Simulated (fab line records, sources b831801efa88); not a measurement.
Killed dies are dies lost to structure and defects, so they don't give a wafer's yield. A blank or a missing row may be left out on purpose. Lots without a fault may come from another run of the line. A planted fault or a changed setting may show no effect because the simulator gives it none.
One fault seen from 2 desks | flow sky130 | each desk has only its own numbers; what lay behind them comes last

THE METROLOGY DESK
What the gauges read, lot by lot, whatever tool the lot ran on: means of the sampled wafers that have a number. A lot is out of limits, marked OUT, if its mean lies more than 4 standard deviations from the usual mean; the brackets give that distance.
Columns: A = VT_ADJUST_LVTN_OVL at SKY_VT_ADJUST_LVTN_OVL_MEAS_07, usual 0.2 nm; B = VT_ADJUST_LVTN_TW at SKY_VT_ADJUST_LVTN_TW_MEAS_10, usual 241.3; C = VT_ADJUST_HVTR_TW at SKY_VT_ADJUST_HVTR_TW_MEAS_11, usual 209.6
lot  | first seen here | A    | B     | C
L493 | day 7 00:43     | 0.3  | 244.5 | 209.3
L495 | day 7 09:27     | -0.4 | 239.6 | 207.6
L496 | day 7 12:28     | -0.6 | 243.4 | 209.9
L497 | day 7 20:57     | -1.8 | 239.1 | 210.0
L498 | day 8 04:20     | 1.4  | 239.1 | 211.0
L499 | day 8 14:20     | 1.5  | 239.8 | 210.6
L501 | day 8 22:19     | 1.4  | 239.6 | 207.5
L503 | day 9 18:05     | 1.0  | 241.1 | 235.7 (+17) OUT
L504 | day 9 18:52     | 0.5  | 241.2 | 209.8
L505 | day 10 01:42    | -1.5 | 240.9 | 234.1 (+16) OUT
L512 | day 12 06:34    | -0.7 | 243.8 | 208.8
L516 | day 13 03:43    | 0.1  | 243.0 | 212.7
This desk's finding: out of limits on L503, L505; first on L503, day 12 16:49 (VT_ADJUST_HVTR_TW at SKY_VT_ADJUST_HVTR_TW_MEAS_11). In limits: L493, L495, L496, L497, L498, L499, L501, L504, L512, L516.

THE TOOL OWNER'S DESK: implanter-01
The tool's own readings at SKY_VT_ADJUST_HVTR_IMPLANT_09: means of the sampled wafers that have a number, for each lot that ran on this tool. A lot is out of limits, marked OUT, if its mean lies more than 4 standard deviations from the usual mean; the brackets give that distance.
Columns: A = dose_ions_cm2 at SKY_VT_ADJUST_HVTR_IMPLANT_09, usual 2.0997e+12; B = faraday_current_uA at SKY_VT_ADJUST_HVTR_IMPLANT_09, usual 11.84
lot  | first seen here | A                            | B
L498 | day 10 22:59    | 2.0991e+12                   | 11.96
L501 | day 11 19:04    | 2.0999e+12                   | 11.73
L503 | day 12 16:35    | 3.1327e+12 (+99 or more) OUT | 17.86 (+23) OUT
L505 | day 13 01:41    | 3.1303e+12 (+99 or more) OUT | 17.50 (+22) OUT
L516 | day 16 13:58    | 2.1013e+12                   | 11.84
This desk's finding: out of limits on L503, L505; first on L503, day 12 16:35 (dose_ions_cm2 at SKY_VT_ADJUST_HVTR_IMPLANT_09). In limits: L498, L501, L516.

PUT TOGETHER
The tool owner's desk could have raised an alarm at day 12 16:35, on L503, L505.
The metrology desk could have raised an alarm at day 12 16:49, on L503, L505.
Of the lots named, all ran SKY_VT_ADJUST_HVTR_IMPLANT_09 on implanter-01.

WHAT THE SIMULATOR HAD PUT IN
Process parameter drift: implanter-01, from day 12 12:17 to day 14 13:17, at SKY_VT_ADJUST_HVTR_IMPLANT_09. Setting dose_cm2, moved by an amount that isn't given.
Lots struck among those shown: L503, L505.
Hours from the fault's start to each desk's first reading out of limits: the tool owner's desk, 4; the metrology desk, 5.
